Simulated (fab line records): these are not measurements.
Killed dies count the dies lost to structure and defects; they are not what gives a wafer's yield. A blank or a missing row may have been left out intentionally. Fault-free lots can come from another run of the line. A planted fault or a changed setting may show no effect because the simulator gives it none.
fab line records    flow gf180mcu
[record] lots = 7  wafers = 21  last-day = 34
route steps=602 shown MVSD@71 MVPSD@78
lots with no fault: from the same line, run without faults
start-h: hours from the record's first day to the start of the lot's first wafer shown    wait-h: hours since the lot's step before    " identical to the entry in the row above    L1.1+2: several wafers, shown together as one row    - no value present, or no start provided    * or withheld: withheld    < > ~ a bound
route shown NAME@n: a module of which the file shows steps, and the number in the route of the first    usual: average and standard deviation across the fault-free wafers    same: alike in all rows    chamber/n: place in a boat    sites: the reading at each site    _std_site: the values' standard deviation    _edge_site: inner sites' mean taken away from outer sites' mean    radius-mm: for every site, how far away it sits from the centre of the wafer    mask NAME#n: copy n    behind: the last tool/chamber to shape the wafer    hold: why the lot went on hold/how many hours it stayed there/how the hold came to an end    device: transistor that didn't switch, given as n, p or np    end of line: tests of these same wafers at the route's end    step lacking rows: just its recipe    killed: dies that structure and defects cost at the first sort, which is not the same as the wafer's yield    map: per-die view of a wafer (x killed, . not killed, _ where there is no die)
set.NAME: the setting that was run; set.NAME@STEP: the one run at that earlier step    model.NAME: the simulator's own value behind a step, which no gauge read
lots at some steps of the route; a table a step, a row a wafer
services: a tool's chamber out of use, with start hour (start-h, from the record's first day; less than 0 if before it), hours out, and reason
[[steps]]
[step GF_MVSD_PEB_05]
[recipe] temp-c = 115  time-s = withheld
[step GF_MVSD_DEVELOP_06]
[recipe] wall-angle-deg = 90  develop-time-s = 60  dev-temp-c = 23
[step GF_MVSD_OVL_MEAS_07]
[usual] MVSD_OVL = 0.1/1.5
lot.wafer  tool        chamber  start-h  wait-h  MVSD_OVL[nm]
L414.1     overlay-02  -        82.31    -       -2.2
L414.3     "           -        "        "       -2.4
L414.5     "           -        "        "       -2.0
L415.1     overlay-01  -        86.20    -       1.4
L415.4     "           -        "        "       1.4
L415.6     "           -        "        "       3.9
L418.1     overlay-01  -        106.05   -       1.3
L418.3     "           -        "        "       -1.7
L418.4     "           -        "        "       -0.4
L434.2     overlay-02  -        198.11   -       -0.2
L434.4     "           -        "        "       -1.7
L434.5     "           -        "        "       0.5
L435.2     overlay-02  -        203.71   -       0.3
L435.4     "           -        "        "       -1.1
L435.5     "           -        "        "       1.5
L436.2     overlay-02  -        209.73   -       -0.1
L436.4     "           -        "        "       -0.3
L436.5     "           -        "        "       0.7
L437.2     overlay-02  -        215.01   -       -1.6
L437.3     "           -        "        "       1.5
L437.5     "           -        "        "       0.1
[step GF_MVSD_IMPLANT_08]
[recipe] species = P  energy-kev = 400  dose-cm2 = 1.6e+13  tilt-deg = 0
[step GF_MVSD_IMPLANT_09]
[recipe] species = P  energy-kev = 100  dose-cm2 = 5e+12  tilt-deg = 0
[step GF_MVSD_STRIP_10]
[recipe] chemistry = O2/N2  power-w = 1400  pressure-mtorr = 1500  platen-temp-c = 250  o2-flow-sccm = 3000  n2-flow-sccm = 300  overash-fraction = 0.5
[usual] drypump-motor-current-A = 6.2/0.35  heater-power-w = 310/31  oes-product-au = 0.722/0.0044  strip-time-to-endpoint-s = 37.00/0.094
[same] overash-fraction = 0.5
lot.wafer  tool             chamber  start-h  wait-h  drypump-motor-current-A  heater-power-w  oes-product-au  rf-hours-counter-h  strip-time-to-endpoint-s
L414.1     plasma-asher-01  1        82.64    0.1     6.1                      277             0.727           44                  37.28
L414.3     "                0        "        "       6.1                      336             0.723           -                   37.15
L414.5     "                0        "        "       6.1                      338             0.725           -                   37.11
L415.1     plasma-asher-03  1        86.54    0.1     6.7                      303             0.728           27                  37.10
L415.4     "                0        "        "       6.4                      281             0.720           -                   36.99
L415.6     "                1        "        "       6.6                      307             0.725           -                   37.11
L418.1     plasma-asher-01  1        106.39   0.1     6.1                      274             0.731           47                  37.06
L418.3     "                0        "        "       6.1                      338             0.718           -                   37.00
L418.4     "                1        "        "       6.1                      277             0.728           -                   37.04
L434.2     plasma-asher-02  1        198.44   0.1     5.3                      375             0.719           7                   36.98
L434.4     "                1        "        "       5.3                      360             0.722           -                   36.87
L434.5     "                0        "        "       6.0                      328             0.723           -                   36.98
L435.2     plasma-asher-02  0        204.04   0.1     6.1                      314             0.722           8                   37.03
L435.4     "                1        "        "       5.3                      365             0.723           -                   36.97
L435.5     "                0        "        "       6.1                      328             0.728           -                   37.07
L436.2     plasma-asher-01  0        210.06   0.1     6.1                      336             0.715           59                  37.07
L436.4     "                1        "        "       6.1                      278             0.720           -                   37.05
L436.5     "                1        "        "       6.1                      270             0.718           -                   36.98
L437.2     plasma-asher-02  1        215.34   0.1     5.3                      365             0.718           8                   37.02
L437.3     "                0        "        "       6.1                      328             0.731           -                   37.04
L437.5     "                1        "        "       5.3                      366             0.724           -                   37.10
[step GF_MVSD_TW_MEAS_11]
[usual] MVSD_TW = 1573/12
lot.wafer  tool           chamber  start-h  wait-h  MVSD_TW
L414.1     film-metro-02  -        82.74    0.1     1566
L414.3     "              -        "        "       1567
L414.5     "              -        "        "       1568
L415.1     film-metro-01  -        86.64    0.1     1575
L415.4     "              -        "        "       1583
L415.6     "              -        "        "       1584
L418.1     film-metro-04  -        106.49   0.1     1581
L418.3     "              -        "        "       1573
L418.4     "              -        "        "       1575
L434.2     film-metro-04  -        198.55   0.1     1584
L434.4     "              -        "        "       1580
L434.5     "              -        "        "       1581
L435.2     film-metro-04  -        204.15   0.1     1577
L435.4     "              -        "        "       1572
L435.5     "              -        "        "       1581
L436.2     film-metro-02  -        210.17   0.1     1568
L436.4     "              -        "        "       1575
L436.5     "              -        "        "       1566
L437.2     film-metro-02  -        215.45   0.1     1567
L437.3     "              -        "        "       1557
L437.5     "              -        "        "       1568
[step GF_MVPSD_DEHYDRATE_00]
[recipe] temp-c = 200  time-s = 60
[step GF_MVPSD_HMDS_01]
[recipe] prime-time-s = 60  prime-temp-c = 120
[step GF_MVPSD_COAT_02]
[recipe] spin-rpm = 2000  resist-thk-nm = 3000
[step GF_MVPSD_SOFTBAKE_03]
[recipe] temp-c = 110  time-s = withheld
[step GF_MVPSD_EXPOSE_04]
[recipe] mask-id = MVPSD  target-cd-nm = 1000  na = 0.6  source-shape = conventional  sigma-outer = 0.6  dose-mj = 260
[step GF_MVPSD_PEB_05]
[recipe] temp-c = 115  time-s = withheld
[usual] chill-plate-temp-C = 23.01/0.1  exhaust-pa = 44.8/0.91
lot.wafer  tool            chamber  start-h  wait-h  chill-plate-temp-C  exhaust-pa
L414.1     litho-track-03  0        95       -       22.88               43.5
L414.3     "               0        "        "       23.00               44.4
L414.5     "               0        "        "       22.97               43.4
L415.1     litho-track-03  0        99       -       23.11               45.6
L415.4     "               0        "        "       23.10               45.4
L415.6     "               0        "        "       23.20               43.8
L418.1     litho-track-04  0        120      -       22.88               45.2
L418.3     "               0        "        "       23.10               45.8
L418.4     "               0        "        "       23.10               45.8
L434.2     litho-track-03  -        215      -       -                   -
L434.4     "               -        "        "       -                   -
L434.5     "               -        "        "       -                   -
L435.2     litho-track-03  -        220      -       -                   -
L435.4     "               -        "        "       -                   -
L435.5     "               -        "        "       -                   -
L436.2     litho-track-02  -        227      -       -                   -
L436.4     "               -        "        "       -                   -
L436.5     "               -        "        "       -                   -
L437.2     litho-track-02  0        232      -       23.04               46.4
L437.3     "               0        "        "       23.07               45.7
L437.5     "               0        "        "       23.09               46.1
[step GF_MVPSD_DEVELOP_06]
[recipe] wall-angle-deg = 90  develop-time-s = 60  dev-temp-c = 23
[[services]]
tool             chamber  start-h  hours  kind
plasma-asher-02  -        73.15    1.3    repair
plasma-asher-01  -        101.00   1.8    repair
plasma-asher-02  -        108.75   9.0    pm
plasma-asher-02  0        108.75   9.0    vent-cycle
plasma-asher-02  1        108.75   9.0    vent-cycle
plasma-asher-02  0        117.75   -      clean
plasma-asher-02  1        117.75   -      clean
plasma-asher-03  -        126.86   0.8    repair
litho-track-02   -        166.64   -      consumable-replace:filter
plasma-asher-02  -        171.07   15.6   pm
plasma-asher-02  -        207.95   2.8    pm
plasma-asher-02  -        222.97   3.9    repair
[[key]]
[first-sign] step = GF_MVPSD_PEB_05  reading = tool-record  direction = missing
effect none on later readings
met-at GF_MVPSD_PEB_05
struck-wafers L434.2,L434.4,L434.5,L435.2,L435.4,L435.5,L436.2,L436.4,L436.5
sort-left-out L434.2,L434.4,L434.5,L435.2,L435.4,L435.5,L436.2,L436.4,L436.5
tester-left-out L434,L435,L436
onset-between 99 215
[fault] kind = skipped-step-whole  tool = litho-track-02,litho-track-03  chamber = -  onset-h = 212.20  steps = GF_MVPSD_PEB_05  scope = struck-lots-only
// tester-left-out: of these lots the tester's yield and bins aren't shown, on N5 and GAA mostly nor the transistor test; their killed dies are dies lost to structure and defects alone, not to doping, threshold or leakage, so they don't give the yield
// sort-left-out: the simulated sort isn't trusted on such a fault, so these wafers' sort isn't shown, and their yield isn't known
